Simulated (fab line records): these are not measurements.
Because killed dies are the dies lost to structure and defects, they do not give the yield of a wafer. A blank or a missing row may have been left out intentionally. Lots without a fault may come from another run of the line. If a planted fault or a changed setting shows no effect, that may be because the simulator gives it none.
Chamber matching ; flow gf180mcu ; rie-diel-02 running GF_V4_ETCH_16: 4 sister chambers
The step etches BARC in N2/H2. 18 wafers are shown with their chamber, then 9 later ones without.

WAFERS, EACH WITH ITS CHAMBER
wafer;chamber;drypump-motor-current-A (A);rf-fwd-power-W (W);throttle-valve-pct (%)
L075.1;2;5.5;493.2;13.235
L075.4;0;6.3;492.4;13.239
L075.6;3;5.6;493.2;13.219
L077.1;0;6.4;493.4;13.224
L077.3;1;5.9;496.9;13.224
L077.5;1;5.9;497.1;13.217
L080.1;2;5.5;494.7;13.220
L080.2;0;6.3;491.4;13.212
L080.3;1;5.9;498.1;13.218
L083.1;0;6.3;490.6;13.214
L083.3;3;5.7;492.6;13.223
L083.4;1;5.9;495.6;13.202
L084.1;1;5.9;496.9;13.215
L084.2;3;5.7;497.4;13.226
L084.3;2;5.5;491.2;13.223
L088.1;3;5.7;493.0;13.230
L088.4;0;6.3;492.5;13.227
L088.6;3;5.6;494.0;13.225

SIGNATURES, as means of the wafers listed above
reading;chamber 0;chamber 1;chamber 2;chamber 3;scatter within a chamber
drypump-motor-current-A;6.320;5.900;5.500;5.660;0.0378
rf-fwd-power-W;492.060;496.920;493.033;494.040;1.44
throttle-valve-pct;13.22320;13.21520;13.22600;13.22460;0.00815
Rule: for each reading, subtract the chamber's mean from the wafer's reading, divide by that reading's scatter and square the result; add these up over the readings and take the root, which gives the wafer's distance from the chamber. If the next closest chamber is less than 2 further off than the closest, the wafer can't be placed; otherwise it belongs to the closest. The scatter: take each reading less its chamber's mean, square it, sum over the shown wafers, divide by the number of wafers less the number of chambers, and take the root.

WAFERS MISSING THEIR CHAMBER
wafer;drypump-motor-current-A (A);rf-fwd-power-W (W);throttle-valve-pct (%)
L091.1;5.5;491.3;13.219
L091.3;5.9;497.2;13.240
L091.4;5.5;493.2;13.217
L092.2;6.3;492.0;13.227
L092.5;5.5;493.8;13.211
L092.6;5.9;496.5;13.239
L095.1;5.5;491.1;13.234
L095.2;6.4;493.5;13.225
L095.6;5.9;493.9;13.246

WHICH CHAMBER EACH WENT THROUGH
wafer;from the rows above;in truth
L091.1;2;2
L091.3;1;1
L091.4;2;2
L092.2;0;0
L092.5;2;2
L092.6;1;1
L095.1;2;2
L095.2;0;0
L095.6;1;1
Correctly placed: 9 of 9. From these rows, 0 cannot be placed. Number placed wrongly: 0.
